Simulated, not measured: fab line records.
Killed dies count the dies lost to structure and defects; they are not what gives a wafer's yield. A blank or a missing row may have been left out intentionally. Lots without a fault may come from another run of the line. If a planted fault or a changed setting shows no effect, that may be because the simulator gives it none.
Code-filled problem report in 8D (eight disciplines) form | flow gf180mcu | the parts of the form that need people (team, actions taken, sign-off) are left out

1. THE ISSUE
Wafers without a fault read 0.3000 Pa, standard deviation 0.00065; chamber-pressure-pa at GF_TOP_METAL_SPUTTER_02 reads a mean of 0.2837 Pa on 6 wafers belonging to 2 lots. That puts it -25 standard deviations away from the usual mean.
The step: material AlCu, target thk 900 nm, time 47.82 s.
First observed at day 30 15:28: wafer L996.1, on pvd-sputter-03. Wafers with a number at this step in the record: 39, from 13 lots. By rule, "out" or "out of limits" means more than 4 standard deviations away from the usual mean. All remaining wafers that have a number are taken as sound.

2. WHAT IT IS; WHAT IT IS NOT
question                    | is                     | is not
which readings at this step | chamber-pressure-pa    | -
which lots                  | L996, L998             | L101, L106, L107, L108, L986, L987, L988, L989, L990, L991, L995
which wafers of those lots  | all that have a number | -
read on which tools         | pvd-sputter-03         | pvd-sputter-02, pvd-sputter-04
when                        | from day 30 15:28      | up to then (21 sound wafers); but 12 sound wafers of L101, L106, L107, L108 came after

3. THE SUSPECTS, EACH WITH WHAT RULES IT OUT
Counting: any tool at a process step up to the reading is kept as a suspect provided that every lot that is out went through it and no sound lot did after the first of them.
- pvd-sputter-03 at GF_TOP_METAL_SPUTTER_02 (material AlCu, target thk 900 nm, time 47.82 s): kept. All lots that are out passed through it, beginning with L996 at day 30 15:28, and no sound lot followed; its final sound lot before that point was L990 at day 28 08:04. Out on those wafers are its own readings of chamber-pressure-pa.
Remaining after the count: pvd-sputter-03 at GF_TOP_METAL_SPUTTER_02.

4. THE CAUSE (what the simulator had put in)
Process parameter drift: pvd-sputter-03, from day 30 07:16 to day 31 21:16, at GF_TOP_METAL_SPUTTER_02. From 0.3, the setting chamber-pressure-pa moved by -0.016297. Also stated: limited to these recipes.
Counting left only this tool.

5. SEQUENCE OF EFFECTS, ordered by route
One row per reading whose mean, taken over the struck wafers that have a number, lies over 3 standard deviations from the usual. Only readings for which the record gives a usual standard deviation are gone through. hours: the time from each lot's start at the first step in this table that gives one to its start at this step, as a median over the lots. sigmas: the change in usual standard deviations.
hours | step                    | reading             | usual     | on struck wafers | change  | sigmas
0     | GF_TOP_METAL_SPUTTER_02 | chamber-pressure-pa | 0.3000 Pa | 0.2837           | -0.0163 | -25
Process steps it contains:
- GF_TOP_METAL_SPUTTER_02: material AlCu, target thk 900 nm, time 47.82 s.
Later measuring or inspecting steps at which every struck wafer that the step has a row for has a number for every such reading, and none has moved that far: GF_TOP_METAL_OVL_MEAS_15, GF_PASSIVATION_THK_MEAS_01.

6. HOW IT WOULD HAVE BEEN CAUGHT EARLIER
In this record the first reading out of limits was taken at day 30 15:28, 8 hours after the fault began at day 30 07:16.
